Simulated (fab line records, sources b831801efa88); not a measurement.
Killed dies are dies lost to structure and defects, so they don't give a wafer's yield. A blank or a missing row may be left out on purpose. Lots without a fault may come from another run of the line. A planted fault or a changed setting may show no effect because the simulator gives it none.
Split-lot experiment | flow sfq_line | 5 lots, 23 wafers read, on a route of 325 steps

THE SPLIT
At SFQ_TRILAYER_L0_LITHO_COAT_005 (resist thk 600 nm), the setting spin_rpm was moved away from the recipe's 3000 rpm on 7 of the 23 wafers read, by -6.9% to +3.2%. The other wafers ran this setting at the recipe's value.

The reading is taken at the split's own step.

THE READING
KrF_of_TRILAYER_L0_LITHO_COAT_005.thk_nm (the simulator's own value, which no gauge read), in nm, at SFQ_TRILAYER_L0_LITHO_COAT_005 (resist thk 600 nm). The file gives no usual value for it. The 16 wafers here that ran the recipe average 600.5 nm, standard deviation 1.3 nm.

wafer  | tool, chamber at the split | spin_rpm as run, rpm | against the recipe | KrF_of_TRILAYER_L0_LITHO_COAT_005.thk_nm, nm | against lot-mates on the recipe
L075.1 | litho_track-02, 0          | 3000                 | recipe             | 598                                          | -
L075.2 | litho_track-02, 0          | 3065                 | +2.2%              | 591.6                                        | -7.1
L075.3 | litho_track-02, 0          | 3065                 | +2.2%              | 590.7                                        | -8.0
L075.4 | litho_track-02, 0          | 3000                 | recipe             | 599                                          | -
L075.6 | litho_track-02, 0          | 3000                 | recipe             | 599.1                                        | -
L078.2 | litho_track-02, 0          | 3000                 | recipe             | 600                                          | -
L078.3 | litho_track-02, 0          | 3000                 | recipe             | 601.6                                        | -
L078.4 | litho_track-02, 0          | 3000                 | recipe             | 600.3                                        | -
L078.5 | litho_track-02, 0          | 3000                 | recipe             | 600.3                                        | -
L078.6 | litho_track-02, 0          | 3000                 | recipe             | 600.5                                        | -
L080.1 | litho_track-04, 0          | 3000                 | recipe             | 602.4                                        | -
L080.3 | litho_track-04, 0          | 3000                 | recipe             | 602.3                                        | -
L080.4 | litho_track-04, 0          | 3000                 | recipe             | 599.7                                        | -
L083.1 | litho_track-04, 0          | 3000                 | recipe             | 602.2                                        | -
L083.2 | litho_track-04, 0          | 3000                 | recipe             | 601.4                                        | -
L083.3 | litho_track-04, 0          | 3000                 | recipe             | 601                                          | -
L083.4 | litho_track-04, 0          | 2792                 | -6.9%              | 622.6                                        | +21.1
L083.5 | litho_track-04, 0          | 2792                 | -6.9%              | 623.1                                        | +21.6
L084.1 | litho_track-03, 0          | 3097                 | +3.2%              | 590.6                                        | -9.9
L084.2 | litho_track-03, 0          | 3000                 | recipe             | 601.5                                        | -
L084.3 | litho_track-03, 0          | 3097                 | +3.2%              | 591.6                                        | -8.9
L084.5 | litho_track-03, 0          | 3097                 | +3.2%              | 589.9                                        | -10.6
L084.6 | litho_track-03, 0          | 3000                 | recipe             | 599.4                                        | -

THE FIT
A straight line over all 23 wafers: KrF_of_TRILAYER_L0_LITHO_COAT_005.thk_nm changes by -3.25 nm for each +1% of spin_rpm; r = -0.99; the points scatter about the line by 1.4 nm.
The same after taking each lot's own level away (the mean of its wafers on the recipe; 23 wafers): -3.09 nm for each +1%; r = -0.99; scatter 0.8 nm.
On that fit, the largest move of spin_rpm shifts the reading by 21 nm.
The lots' own levels span 598.70 to 601.53 nm, that is 2.2 times the standard deviation above.
So the lot-to-lot level changes the slope little: the two slopes agree.
Check: with one of the wafers moved furthest among these (-6.9%) left out of the fit, the line predicts +21.6 nm for it against its lot-mates. It came out at +21.1 nm against them.

OTHER SPLITS ON THESE WAFERS
These wafers also went through other splits before the reading. Each is held against what the fit with the lots' levels taken away leaves over:
other split on the same wafers                | wafers away from the commonest value | r with KrF_of_TRILAYER_L0_LITHO_COAT_005.thk_nm (lot level and that fit taken away)
SFQ_TRILAYER_INCOMING_OXIDATION_002 ox_time_s | 18                                   | +0.14

THE FILE'S OWN FIT
KrF_of_TRILAYER_L0_LITHO_COAT_005.thk_nm changes by -3.09 nm for each +1% of spin_rpm, r = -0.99.
